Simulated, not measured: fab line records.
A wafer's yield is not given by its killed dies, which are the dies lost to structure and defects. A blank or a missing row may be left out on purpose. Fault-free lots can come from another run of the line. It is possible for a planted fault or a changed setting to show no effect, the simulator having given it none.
fab line records	flow sky130
[record] lots = 13	wafers = 39	last_day = 50
route steps=708 shown LDD_HVN@277 LDD_LDN@293 SPACER@305 POLY_CUT@319
lots that met no fault: taken from a fault-free run of the same line
start_h: start of the lot's first displayed wafer, in hours after the record's first day	wait_h: time in hours since the lot's previous step	" identical to the entry in the row above	L1.1+2: a row that stands for several wafers	- value missing, or start not given	* or withheld: withheld	< > ~ a bound
route shown NAME@n: names a module that has steps shown in the file, with the first one's number in the route	usual: mean/standard deviation of fault-free wafers	same: alike in all rows	chamber/n: place in a boat	sites: the reading at each site	_std_site: their standard deviation	_edge_site: the outer-site mean with the inner-site mean subtracted	radius_mm: how far each site lies from the wafer's centre	mask NAME#n: copy n	behind: the most recent tool/chamber to have shaped the wafer	hold: cause of the lot's hold/its duration in hours/its outcome	device: whichever transistor did not switch (one of n, p or np)	end of line: tests of these same wafers at the route's end	for a step that has no rows: nothing shown but its recipe	killed: at the first sort, the dies lost to defects and structure; wafer yield is something else	map: shows each die of a wafer: x if killed, . if not, _ if none is there
set.NAME: the setting as run; set.NAME@STEP: as run at that earlier step	model.NAME: the simulator's own value behind a step, which no gauge read
steps of the route over a sample of lots; a table a step, a row a wafer
services: a tool's chamber out of use, with start hour (start_h, from the record's first day; less than 0 if before it), hours out, and reason
[[steps]]
[step SKY_LDD_HVN_TW_MEAS_10]
[usual] LDD_HVN_TW = 1435/6.6
lot.wafer	tool	chamber	start_h	wait_h	LDD_HVN_TW
L415.1	film_metro-01	-	461.86	0.1	1426
L415.2	"	-	"	"	1433
L415.5	"	-	"	"	1429
L417.1	film_metro-01	-	477.98	0.1	1430
L417.5	"	-	"	"	1433
L417.6	"	-	"	"	1434
L418.1	film_metro-01	-	481.91	0.1	1431
L418.2	"	-	"	"	1435
L418.5	"	-	"	"	1434
L419.4	film_metro-04	-	515.04	0.1	1439
L419.5	"	-	"	"	1428
L419.6	"	-	"	"	1445
L421.1	film_metro-04	-	537.61	0.1	1444
L421.3	"	-	"	"	1439
L421.5	"	-	"	"	1434
L423.1	film_metro-04	-	551.46	0.1	1448
L423.3	"	-	"	"	1432
L423.6	"	-	"	"	1440
L422.1	film_metro-02	-	557.58	0.1	1436
L422.2	"	-	"	"	1436
L422.4	"	-	"	"	1443
L425.2	film_metro-02	-	562.84	0.1	1438
L425.3	"	-	"	"	1442
L425.6	"	-	"	"	1443
L428.1	film_metro-04	-	590.13	0.1	1434
L428.3	"	-	"	"	1434
L428.5	"	-	"	"	1434
L430.1	film_metro-01	-	599.91	0.1	1435
L430.5	"	-	"	"	1436
L430.6	"	-	"	"	1429
L432.2	film_metro-04	-	617.54	0.1	1427
L432.4	"	-	"	"	1434
L432.6	"	-	"	"	1432
L433.2	film_metro-04	-	625.12	0.1	1445
L433.3	"	-	"	"	1447
L433.4	"	-	"	"	1447
L438.3	film_metro-01	-	659.33	0.1	1434
L438.4	"	-	"	"	1430
L438.6	"	-	"	"	1428
[step SKY_LDD_LDN_EXPOSE_04]
[recipe] mask_id = LDNTM	na = 0.6	source_shape = conventional	sigma_outer = 0.6	polarization = unpolarized	target_cd_nm = 700	dose_mj = 140
[usual] reticle_temp_C = 23.00/0.12
lot.wafer	tool	chamber	start_h	wait_h	mask	reticle_temp_C
L415.1	iline_stepper-01	0	508.53	-	LDNTM#0	22.85
L415.2	"	0	"	"	LDNTM#0	23.01
L415.5	"	0	"	"	LDNTM#0	22.91
L417.1	iline_stepper-02	0	524.47	-	LDNTM#0	22.90
L417.5	"	0	"	"	LDNTM#0	22.81
L417.6	"	0	"	"	LDNTM#0	23.00
L418.1	iline_stepper-02	0	527.69	-	LDNTM#0	23.36
L418.2	"	0	"	"	LDNTM#0	22.94
L418.5	"	0	"	"	LDNTM#0	23.14
L419.4	iline_stepper-01	0	560.97	-	LDNTM#0	23.03
L419.5	"	0	"	"	LDNTM#0	22.74
L419.6	"	0	"	"	LDNTM#0	22.81
L421.1	iline_stepper-02	0	582.91	-	LDNTM#0	22.94
L421.3	"	0	"	"	LDNTM#0	22.92
L421.5	"	0	"	"	LDNTM#0	22.96
L423.1	iline_stepper-02	0	595.62	-	LDNTM#0	22.98
L423.3	"	0	"	"	LDNTM#0	22.99
L423.6	"	0	"	"	LDNTM#0	23.01
L422.1	iline_stepper-01	0	602.69	-	LDNTM#0	23.05
L422.2	"	0	"	"	LDNTM#0	22.93
L422.4	"	0	"	"	LDNTM#0	22.80
L425.2	iline_stepper-01	0	606.59	-	LDNTM#0	23.16
L425.3	"	0	"	"	LDNTM#0	23.23
L425.6	"	0	"	"	LDNTM#0	23.16
L428.1	iline_stepper-02	0	634.25	-	LDNTM#0	22.92
L428.3	"	0	"	"	LDNTM#0	23.19
L428.5	"	0	"	"	LDNTM#0	22.91
L430.1	iline_stepper-02	0	642.94	-	LDNTM#0	23.08
L430.5	"	0	"	"	LDNTM#0	23.09
L430.6	"	0	"	"	LDNTM#0	22.98
L432.2	iline_stepper-02	0	661.41	-	HVPTM#0	22.91
L432.4	"	0	"	"	HVPTM#0	23.07
L432.6	"	0	"	"	HVPTM#0	22.99
L433.2	iline_stepper-01	0	668.96	-	LDNTM#0	23.06
L433.3	"	0	"	"	LDNTM#0	22.92
L433.4	"	0	"	"	LDNTM#0	23.11
L438.3	iline_stepper-01	0	701.19	-	LDNTM#0	23.18
L438.4	"	0	"	"	LDNTM#0	23.11
L438.6	"	0	"	"	LDNTM#0	22.85
[step SKY_LDD_LDN_OVL_MEAS_07]
[usual] LDD_LDN_OVL = 0.0/1.3
lot.wafer	tool	chamber	start_h	wait_h	LDD_LDN_OVL[nm]
L415.1	overlay-01	-	523.44	0.1	0.3
L415.2	"	-	"	"	1.0
L415.5	"	-	"	"	-1.2
L417.1	overlay-02	-	539.54	0.1	-0.2
L417.5	"	-	"	"	-0.4
L417.6	"	-	"	"	0.0
L418.1	overlay-01	-	542.47	0.1	-0.1
L418.2	"	-	"	"	-1.3
L418.5	"	-	"	"	1.5
L419.4	overlay-02	-	575.63	0.1	-0.9
L419.5	"	-	"	"	0.1
L419.6	"	-	"	"	-2.4
L421.1	overlay-02	-	597.59	0.1	-2.1
L421.3	"	-	"	"	-2.5
L421.5	"	-	"	"	-4.3
L423.1	overlay-01	-	610.02	0.1	2.2
L423.3	"	-	"	"	1.5
L423.6	"	-	"	"	1.6
L422.1	overlay-01	-	616.87	0.1	-1.7
L422.2	"	-	"	"	-1.4
L422.4	"	-	"	"	-2.4
L425.2	overlay-01	-	620.73	0.1	-0.2
L425.3	"	-	"	"	0.6
L425.6	"	-	"	"	-0.8
L428.1	overlay-02	-	648.02	0.1	1.0
L428.3	"	-	"	"	0.0
L428.5	"	-	"	"	-0.3
L430.1	overlay-02	-	657.12	0.1	-1.5
L430.5	"	-	"	"	-0.6
L430.6	"	-	"	"	-1.8
L432.2	overlay-01	-	674.74	0.1	-
L432.4	"	-	"	"	-
L432.6	"	-	"	"	-
L433.2	overlay-02	-	682.13	0.1	-0.2
L433.3	"	-	"	"	0.6
L433.4	"	-	"	"	0.7
L438.3	overlay-01	-	714.50	0.1	0.0
L438.4	"	-	"	"	2.6
L438.6	"	-	"	"	2.3
[step SKY_LDD_LDN_TW_MEAS_13]
[usual] LDD_LDN_TW = 1472/7.8
lot.wafer	tool	chamber	start_h	wait_h	LDD_LDN_TW
L415.1	film_metro-03	-	524.17	0.1	1466
L415.2	"	-	"	"	1465
L415.5	"	-	"	"	1468
L417.1	film_metro-04	-	540.27	0.1	1485
L417.5	"	-	"	"	1477
L417.6	"	-	"	"	1487
L418.1	film_metro-03	-	543.21	0.1	1473
L418.2	"	-	"	"	1470
L418.5	"	-	"	"	1471
L419.4	film_metro-04	-	576.38	0.1	1478
L419.5	"	-	"	"	1478
L419.6	"	-	"	"	1481
L421.1	film_metro-03	-	598.32	0.1	1456
L421.3	"	-	"	"	1464
L421.5	"	-	"	"	1458
L423.1	film_metro-01	-	610.76	0.1	1470
L423.3	"	-	"	"	1463
L423.6	"	-	"	"	1470
L422.1	film_metro-01	-	617.61	0.1	1476
L422.2	"	-	"	"	1475
L422.4	"	-	"	"	1467
L425.2	film_metro-04	-	621.47	0.1	1477
L425.3	"	-	"	"	1474
L425.6	"	-	"	"	1480
L428.1	film_metro-01	-	648.76	0.1	1470
L428.3	"	-	"	"	1470
L428.5	"	-	"	"	1464
L430.1	film_metro-01	-	657.86	0.1	1480
L430.5	"	-	"	"	1474
L430.6	"	-	"	"	1470
L432.2	film_metro-01	-	675.48	0.1	30
L432.4	"	-	"	"	30
L432.6	"	-	"	"	30
L433.2	film_metro-03	-	682.87	0.1	1468
L433.3	"	-	"	"	1476
L433.4	"	-	"	"	1473
L438.3	film_metro-03	-	715.24	0.1	1466
L438.4	"	-	"	"	1454
L438.6	"	-	"	"	1465
[step SKY_SPACER_THK_MEAS_01]
[recipe] reads = Si3N4_of_SPACER_CVD_00
[usual] SPACER_CVD_00_THK = 43.4/0.51
lot.wafer	tool	chamber	start_h	wait_h	SPACER_CVD_00_THK[nm]
L415.1	film_metro-02	-	525.55	0.0	43.0
L415.2	"	-	"	"	42.4
L415.5	"	-	"	"	42.7
L417.1	film_metro-02	-	541.59	0.0	42.5
L417.5	"	-	"	"	42.6
L417.6	"	-	"	"	42.3
L418.1	film_metro-02	-	544.53	0.0	42.5
L418.2	"	-	"	"	42.7
L418.5	"	-	"	"	42.1
L419.4	film_metro-04	-	578.49	0.0	42.4
L419.5	"	-	"	"	42.5
L419.6	"	-	"	"	42.5
L421.1	film_metro-02	-	599.64	0.0	43.3
L421.3	"	-	"	"	43.1
L421.5	"	-	"	"	43.8
L423.1	film_metro-03	-	612.08	0.0	43.4
L423.3	"	-	"	"	43.5
L423.6	"	-	"	"	43.1
L422.1	film_metro-03	-	618.93	0.0	43.1
L422.2	"	-	"	"	43.1
L422.4	"	-	"	"	43.5
L425.2	film_metro-03	-	622.79	0.0	44.1
L425.3	"	-	"	"	43.4
L425.6	"	-	"	"	44.0
L428.1	film_metro-04	-	650.09	0.0	43.8
L428.3	"	-	"	"	44.1
L428.5	"	-	"	"	44.4
L430.1	film_metro-02	-	659.24	0.0	44.2
L430.5	"	-	"	"	44.3
L430.6	"	-	"	"	43.8
L432.2	film_metro-04	-	676.80	0.0	43.8
L432.4	"	-	"	"	43.4
L432.6	"	-	"	"	44.0
L433.2	film_metro-04	-	684.19	0.0	42.9
L433.3	"	-	"	"	43.1
L433.4	"	-	"	"	43.2
L438.3	film_metro-03	-	716.56	0.0	43.5
L438.4	"	-	"	"	43.6
L438.6	"	-	"	"	43.3
[step SKY_POLY_CUT_STRIP_12]
[recipe] chemistry = O2/N2	power_w = 1400	pressure_mtorr = 1500	platen_temp_c = withheld	o2_flow_sccm = 3000	n2_flow_sccm = 300	overash_fraction = 0.5
[usual] chamber_pressure_mTorr = 1500.0/1.5	drypump_motor_current_A = 5.7/0.44	oes_product_au = 0.452/0.0039	strip_time_to_endpoint_s = 5.359/0.014
lot.wafer	tool	chamber	start_h	wait_h	chamber_pressure_mTorr	drypump_motor_current_A	oes_product_au	rf_hours_counter_h	strip_time_to_endpoint_s
L415.1	plasma_asher-04	0	555.56	0.0	1499.0	6.2	0.451	42	5.330
L415.2	"	1	"	"	1499.7	5.0	0.450	42	5.353
L415.5	"	1	"	"	1500.0	5.0	0.452	-	5.338
L417.1	plasma_asher-02	0	572.06	0.0	1501.7	5.8	0.447	14	5.363
L417.5	"	0	"	"	1500.6	5.8	0.450	-	5.350
L417.6	"	1	"	"	1499.8	5.9	0.458	-	5.368
L418.1	plasma_asher-01	1	575.41	0.0	1501.6	5.9	0.449	89	5.355
L418.2	"	0	"	"	1500.5	5.3	0.458	89	5.363
L418.5	"	0	"	"	1498.8	5.3	0.450	-	5.365
L419.4	plasma_asher-04	0	608.10	0.1	1497.7	6.2	0.446	-	5.340
L419.5	"	1	"	"	1504.0	5.0	0.452	-	5.340
L419.6	"	0	"	"	1500.4	6.2	0.450	-	5.370
L421.1	plasma_asher-04	1	628.28	0.0	1499.5	5.0	0.455	49	5.342
L421.3	"	0	"	"	1499.5	6.2	0.451	-	5.357
L421.5	"	0	"	"	1501.9	6.2	0.451	-	5.349
L423.1	plasma_asher-02	1	641.48	0.0	1502.7	5.9	0.453	20	5.364
L423.3	"	1	"	"	1497.5	5.9	0.451	-	5.346
L423.6	"	0	"	"	1499.4	5.8	0.450	-	5.369
L422.1	plasma_asher-01	1	648.23	0.0	1498.3	5.9	0.449	97	5.332
L422.2	"	0	"	"	1500.6	5.3	0.458	97	5.365
L422.4	"	1	"	"	1499.1	5.9	0.455	-	5.346
L425.2	plasma_asher-02	0	651.23	0.0	1499.6	5.8	0.451	21	5.333
L425.3	"	0	"	"	1499.7	5.8	0.452	-	5.356
L425.6	"	0	"	"	1499.7	5.8	0.457	-	5.367
L428.1	plasma_asher-02	0	677.46	0.0	1499.8	5.7	0.459	23	5.347
L428.3	"	1	"	"	1498.1	5.9	0.447	-	5.366
L428.5	"	1	"	"	1499.8	5.9	0.445	-	5.348
L430.1	plasma_asher-01	1	687.53	0.0	1499.1	6.0	0.448	101	5.365
L430.5	"	0	"	"	1499.6	5.3	0.454	-	5.381
L430.6	"	1	"	"	1501.0	5.9	0.454	-	5.370
L432.2	plasma_asher-04	1	704.20	0.0	1500.6	5.0	0.449	57	5.364
L432.4	"	1	"	"	1501.8	5.0	0.460	-	5.354
L432.6	"	0	"	"	1499.1	6.2	0.450	-	5.365
L433.2	plasma_asher-04	0	711.73	0.0	1497.7	6.2	0.459	57	5.368
L433.3	"	0	"	"	1497.6	6.2	0.446	-	5.366
L433.4	"	1	"	"	1500.4	5.0	0.445	-	5.355
L438.3	plasma_asher-04	1	743.90	0.1	1502.5	5.0	0.453	-	5.363
L438.4	"	0	"	"	1498.3	6.2	0.456	-	5.357
L438.6	"	1	"	"	1499.8	5.0	0.444	-	5.357
[[services]]
tool	chamber	start_h	hours	kind
plasma_asher-04	-	505.68	3.7	repair
iline_stepper-02	0	522.26	-	calibration
iline_stepper-01	-	523.07	1.7	pm
iline_stepper-02	-	525.18	2.1	pm
iline_stepper-02	-	527.26	-	consumable_replace:lamp
plasma_asher-04	-	535.30	12.7	repair
iline_stepper-01	0	554.50	-	calibration
iline_stepper-02	-	602.57	10.5	repair
iline_stepper-02	-	619.68	4.4	repair
plasma_asher-02	-	625.56	10.3	pm
iline_stepper-02	-	640.00	1.7	pm
iline_stepper-01	-	642.17	24.6	repair
plasma_asher-04	-	667.72	1.7	repair
iline_stepper-02	-	713.85	4.4	pm
iline_stepper-02	0	733.28	-	calibration
plasma_asher-01	-	733.75	9.0	pm
plasma_asher-01	0	733.75	9.0	vent_cycle
plasma_asher-01	1	733.75	9.0	vent_cycle
iline_stepper-01	-	741.25	1.7	pm
plasma_asher-01	0	742.75	-	clean
plasma_asher-01	1	742.75	-	clean
[[key]]
[first_sign] step = SKY_LDD_LDN_EXPOSE_04	reading = mask	direction = changed
[effect] step = SKY_LDD_LDN_OVL_MEAS_07	reading = LDD_LDN_OVL	direction = missing
[effect] step = SKY_LDD_LDN_TW_MEAS_13	reading = LDD_LDN_TW	direction = down	sigmas = 99+	usual = 1472	struck = 30
met_at SKY_LDD_LDN_EXPOSE_04
struck_lots L432
sort_left_out L432.2,L432.4,L432.6
tester_left_out L432
not_acting_at SKY_LDD_HVN_TW_MEAS_10,SKY_SPACER_THK_MEAS_01,SKY_POLY_CUT_STRIP_12
onset_between 642.94 661.41
[fault] kind = wrong_mask	tool = any	chamber = -	onset_h = 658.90	steps = SKY_LDD_LDN_EXPOSE_04	aux_copy = HVPTM#0	scope = struck_lots_only
// tester_left_out: of these lots the tester's yield and bins aren't shown, on N5 and GAA mostly nor the transistor test; their killed dies are dies lost to structure and defects alone, not to doping, threshold or leakage, so they don't give the yield
// sort_left_out: the simulated sort isn't trusted on such a fault, so these wafers' sort isn't shown, and their yield isn't known
